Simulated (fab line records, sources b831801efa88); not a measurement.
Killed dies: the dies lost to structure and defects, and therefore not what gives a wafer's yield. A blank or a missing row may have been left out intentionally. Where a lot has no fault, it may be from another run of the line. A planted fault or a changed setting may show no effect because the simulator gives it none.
A lot that was struck, set against a sound lot || flow sky130 || 15 out of 708 route steps
Sound: these wafers, L108.1, L108.3, L108.6. Struck: wafers L118.2, L118.5, L118.6. The cause is named last.
Per side, at each step with rows, come the tool, then ch with its chambers, and then its first start. Under that, the readings that differ: sound wafers || struck wafers || difference of the means || sigmas: that difference in standard deviations of wafers without a fault.
alike: same words and numbers on both sides, and readings whose means sit less than 2 such deviations apart. not compared: any withheld reading, any reading some wafer has no value for, any bound like >300 that may hide the same value, and any number with overlapping values for which the record gives no deviation.
Wherever a step has rows on one side only, a row that says differs or no value, or a row with sigmas, the two part there. When numbers do not overlap yet have no deviation, they are printed without sigmas and do not part them. Lack of a reading on every wafer of one side parts them only where that side has two or more wafers.

first, 3 steps without rows for these wafers: SKY_GATE_OXIDE_CLEAN_15 (cleans in SC1/SC2, time 150 s); SKY_GATE_OXIDE_OXIDATION_16 (stabilise 600 s, purge 300 s, target thk 3.57 nm); SKY_POLY_GATE_CVD_00 (deposits poly-Si, target thk 180 nm, time 720 s).
SKY_POLY_GATE_THK_MEAS_01:
  sound on filmMetro-04, day 14 19:10; struck on filmMetro-02, day 18 04:30
  alike: POLY_GATE_CVD_00_THK
then, 8 steps without rows for these wafers: SKY_RES_PROTECT_DEHYDRATE_00 (time 60 s); SKY_RES_PROTECT_HMDS_01 (prime time 60 s); SKY_RES_PROTECT_COAT_02 (resist thk 1140 nm); SKY_RES_PROTECT_SOFTBAKE_03 (time 60 s); SKY_RES_PROTECT_EXPOSE_04 (exposes mask RPM, target cd 1270 nm); SKY_RES_PROTECT_PEB_05; SKY_RES_PROTECT_DEVELOP_06 (develop time 60 s); SKY_POLY_GATE_IMPLANT_02.
SKY_RES_PROTECT_STRIP_07: strips in O2/N2.
  sound on plasmaAsher-02 ch 0,1, day 15 22:04; struck on plasmaAsher-02 ch 0,1, day 19 10:58
{"reading": "oesProductAu (a.u.)", "sound": "0.521 0.514 0.518", "struck": "0.634 0.627 0.625", "difference": "+0.111", "sigmas": "+23"}
{"reading": "stripTimeToEndpointS (s)", "sound": "23.42 23.36 23.43", "struck": "- - -", "difference": "no value on the struck wafers", "sigmas": ""}
  alike: drypumpMotorCurrentA
  not compared: rfHoursCounterH
SKY_RES_PROTECT_TW_MEAS_08:
  sound on filmMetro-01, day 15 22:10; struck on filmMetro-04, day 19 11:04
{"reading": "POLY_GATE_TW", "sound": "4003 3999 4017", "struck": "4067 4028 4074", "difference": "+50", "sigmas": "+2"}
SKY_PAD_OPEN_PROBE_99:
  sound wafers here have rows in the record (prober-01, day 47 06:00); struck ones have none

WHERE THEY PART
Last at SKY_PAD_OPEN_PROBE_99 as far as this record goes, first at SKY_RES_PROTECT_STRIP_07.

WHY: what had been put in by the simulator
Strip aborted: plasmaAsher-02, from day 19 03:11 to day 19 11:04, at SKY_RES_PROTECT_STRIP_07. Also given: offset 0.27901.
